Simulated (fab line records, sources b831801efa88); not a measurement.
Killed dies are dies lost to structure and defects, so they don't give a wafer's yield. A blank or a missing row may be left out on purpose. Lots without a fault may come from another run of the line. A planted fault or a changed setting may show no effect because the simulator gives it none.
A struck lot beside a sound one | flow sfq_line | 42 steps out of a route of 325
Sound: wafers L966.3, L966.4, L966.6. Struck: wafers L973.4, L973.5. The cause comes at the end.
At each step with rows: each side's tool, then ch and its chambers, then its first start. Under that, the readings that differ: sound wafers | struck wafers | difference of the means | sigmas: that difference in standard deviations of wafers without a fault.
alike: readings whose means differ by less than 2 such deviations, and words and numbers that are the same on both sides. not compared: withheld readings, readings that some wafer has no value for, bounds like >300 that may hide the same value, and numbers for which the record gives no deviation and whose values overlap.
The two part at a step that has a row with sigmas, a row that says differs or no value, or rows on one side only. Numbers that don't overlap but have no deviation are shown without sigmas and don't part them. A reading that every wafer of one side lacks parts them only if that side has two wafers or more.

first, 6 steps without rows for these wafers: SFQ_TRILAYER_M3_LITHO_COAT_080 (resist thk 62 nm); SFQ_TRILAYER_M3_LITHO_COAT_075 (resist thk 600 nm); SFQ_TRILAYER_M3_LITHO_SOFTBAKE_079; SFQ_TRILAYER_M3_LITHO_EXPOSE_076 (exposes mask M3, target cd 500 nm); SFQ_TRILAYER_M3_LITHO_PEB_078 (peb time 60 s); SFQ_TRILAYER_M3_LITHO_DEVELOP_077 (time 60 s).
SFQ_M3_OVL_MEAS_921:
  sound on overlay-02, day 35 11:07; struck on overlay-01, day 36 23:22
  alike: M3_OVL
SFQ_TRILAYER_M3_BARC_OPEN_METAL_ETCH_100: etches BARC in O2, target depth 125 nm, time 41.7 s.
  sound on rie_metal-01 ch 0,1, day 35 11:10; struck on rie_metal-02 ch 0,1, day 36 23:25
  alike: drypump_motor_current_A, oes_product_au
  not compared: rf_hours_counter_h
then, 4 steps without rows for these wafers: SFQ_TRILAYER_M3_ETCH_METAL_ETCH_078 (etches Nb in Cl2/Ar, stops on SiO2, target depth 240 nm, time 120 s); SFQ_TRILAYER_M3_STRIP_STRIP_079 (strips in O2); SFQ_TRILAYER_M3_STRIP_SOLV_CLEAN_080 (cleans in NMP, time 600 s); SFQ_TRILAYER_I3_DEP_PECVD_081 (deposits SiO2 from SiH4/N2O, time 111.11 s, target thk 500 nm).
SFQ_TRILAYER_I3_CMP_CMP_082: polishes SiO2.
  sound on cmp-01 ch 1,3, day 35 18:47; struck on cmp-01 ch 1,2, day 37 16:17
  reading                                             | sound             | struck      | difference | sigmas
  model.SiO2_of_TRILAYER_I3_DEP_PECVD_081.thk_nm (nm) | 199.2 199.6 201.1 | 220.2 223.1 | +21.7      |
  alike: motor_current_A, time_to_endpoint_s
SFQ_I3_BOW_MEAS_922:
  sound on film_metro-03, day 35 21:49; struck on film_metro-01, day 37 20:10
  reading     | sound  | struck | difference                    | sigmas
  I3_BOW (um) | 11 1 6 | - -    | no value on the struck wafers |
SFQ_TRILAYER_I3_METRO_MEASURE_083:
  sound on film_metro-03, day 35 22:18; struck on film_metro-01, day 38 01:02
  reading     | sound             | struck      | difference | sigmas
  thk_nm (nm) | 199.0 199.8 201.2 | 220.2 223.1 | +21.6      | +20
then, 6 steps without rows for these wafers: SFQ_TRILAYER_I3_VIA_LITHO_COAT_090 (resist thk 62 nm); SFQ_TRILAYER_I3_VIA_LITHO_COAT_085 (resist thk 650 nm); SFQ_TRILAYER_I3_VIA_LITHO_SOFTBAKE_089; SFQ_TRILAYER_I3_VIA_LITHO_EXPOSE_086 (exposes mask I3, target cd 500 nm); SFQ_TRILAYER_I3_VIA_LITHO_PEB_088 (peb time 60 s); SFQ_TRILAYER_I3_VIA_LITHO_DEVELOP_087 (time 60 s).
-- the record jumps here: 4 days lie between the struck wafers' starts before and after --
SFQ_I3_OVL_MEAS_923:
  sound on overlay-01, day 36 01:22; struck on overlay-02, day 42 10:44
  alike: I3_OVL
SFQ_TRILAYER_I3_VIA_BARC_OPEN_VIA_ETCH_121: etches BARC in O2, target depth 125 nm, time 41.7 s.
  sound on rie_diel-03 ch 1,2,3, day 36 01:23; struck on rie_diel-02 ch 0,2, day 42 10:44
  reading               | sound             | struck      | difference | sigmas
  oes_product_au (a.u.) | 0.677 0.693 0.694 | 0.678 0.673 | -0.012     | -2
  alike: drypump_motor_current_A
  not compared: rf_hours_counter_h
SFQ_TRILAYER_I3_VIA_ETCH_VIA_ETCH_088: etches SiO2 in CHF3, stops on Nb, target depth 260 nm.
  sound on rie_diel-03 ch 1,2,3, day 36 01:26; struck on rie_diel-02 ch 0,2, day 42 10:47
  reading                        | sound             | struck      | difference | sigmas
  oes_product_au (a.u.)          | 0.854 0.852 0.857 | 0.900 0.913 | +0.052     | +10
  model.etch.depth_nm (nm)       | 199.2 199.6 201.1 | 220.2 223.1 | +21.7      |
  model.I3.feature_depth_nm (nm) | 199.2 199.6 201.1 | 220.2 223.1 | +21.7      |
  alike: drypump_motor_current_A
then, 2 steps without rows for these wafers: SFQ_TRILAYER_I3_VIA_STRIP_STRIP_089 (strips in O2); SFQ_TRILAYER_I3_VIA_STRIP_SOLV_CLEAN_090 (cleans in NMP, time 600 s).
SFQ_TRILAYER_M4_DEP_PRE_CLEAN_092: time 22.5 s.
  sound on pvd_sputter-04, day 36 02:19; struck on pvd_sputter-03, day 42 11:40
  reading                                             | sound             | struck      | difference | sigmas
  model.SiO2_of_TRILAYER_I3_DEP_PECVD_081.thk_nm (nm) | 191.7 192.1 193.6 | 212.7 215.6 | +21.7      |
SFQ_TRILAYER_M4_DEP_SPUTTER_091: material Nb, target thk 200 nm, time 133.3 s.
  sound on pvd_sputter-04, day 36 02:20; struck on pvd_sputter-03, day 42 11:42
  alike: throttle_valve_pct
SFQ_M4_RS_MEAS_924: measures by four-point-probe.
  sound on film_metro-03, day 36 02:28; struck on film_metro-02, day 42 11:51
  alike: M4_NB_RS
then, 6 steps without rows for these wafers: SFQ_TRILAYER_M4_LITHO_COAT_098 (resist thk 62 nm); SFQ_TRILAYER_M4_LITHO_COAT_093 (resist thk 600 nm); SFQ_TRILAYER_M4_LITHO_SOFTBAKE_097; SFQ_TRILAYER_M4_LITHO_EXPOSE_094 (exposes mask M4, target cd 500 nm); SFQ_TRILAYER_M4_LITHO_PEB_096 (peb time 60 s); SFQ_TRILAYER_M4_LITHO_DEVELOP_095 (time 60 s).
SFQ_M4_OVL_MEAS_926:
  sound on overlay-02, day 40 05:29; struck on overlay-02, day 42 14:14
  alike: M4_OVL
SFQ_TRILAYER_M4_BARC_OPEN_METAL_ETCH_123: etches BARC in O2, target depth 125 nm, time 41.7 s.
  sound on rie_metal-04 ch 0, day 40 05:33; struck on rie_metal-04 ch 0,1, day 42 14:17
  alike: drypump_motor_current_A, oes_product_au
  not compared: rf_hours_counter_h
SFQ_TRILAYER_M4_ETCH_METAL_ETCH_096: etches Nb in Cl2/Ar, stops on SiO2, target depth 240 nm, time 120 s.
  sound on rie_metal-04 ch 0, day 40 05:43; struck on rie_metal-04 ch 0,1, day 42 14:22
  alike: drypump_motor_current_A, oes_product_au
  not compared: rf_hours_counter_h
then, 3 steps without rows for these wafers: SFQ_TRILAYER_M4_STRIP_STRIP_097 (strips in O2); SFQ_TRILAYER_M4_STRIP_SOLV_CLEAN_098 (cleans in NMP, time 600 s); SFQ_TRILAYER_I4_DEP_PECVD_099 (deposits SiO2 from SiH4/N2O, time 111.11 s, target thk 500 nm).
-- the record jumps here: 34 days lie between the struck wafers' starts before and after --
SFQ_M8_BOW_MEAS_951:
  sound on film_metro-02, day 74 19:37; struck on film_metro-02, day 76 23:14
  reading                 | sound             | struck      | difference | sigmas
  M8_BOW (um)             | 23 11 17          | -17 -8      | -30        | -3
  model.etest.i3.link_ohm | 1.968 1.965 1.963 | 1.989 1.993 | +0.026     |

WHERE THEY PART
First at SFQ_I3_BOW_MEAS_922; last, within this record, at SFQ_M8_BOW_MEAS_951.

WHY: what the simulator had put in
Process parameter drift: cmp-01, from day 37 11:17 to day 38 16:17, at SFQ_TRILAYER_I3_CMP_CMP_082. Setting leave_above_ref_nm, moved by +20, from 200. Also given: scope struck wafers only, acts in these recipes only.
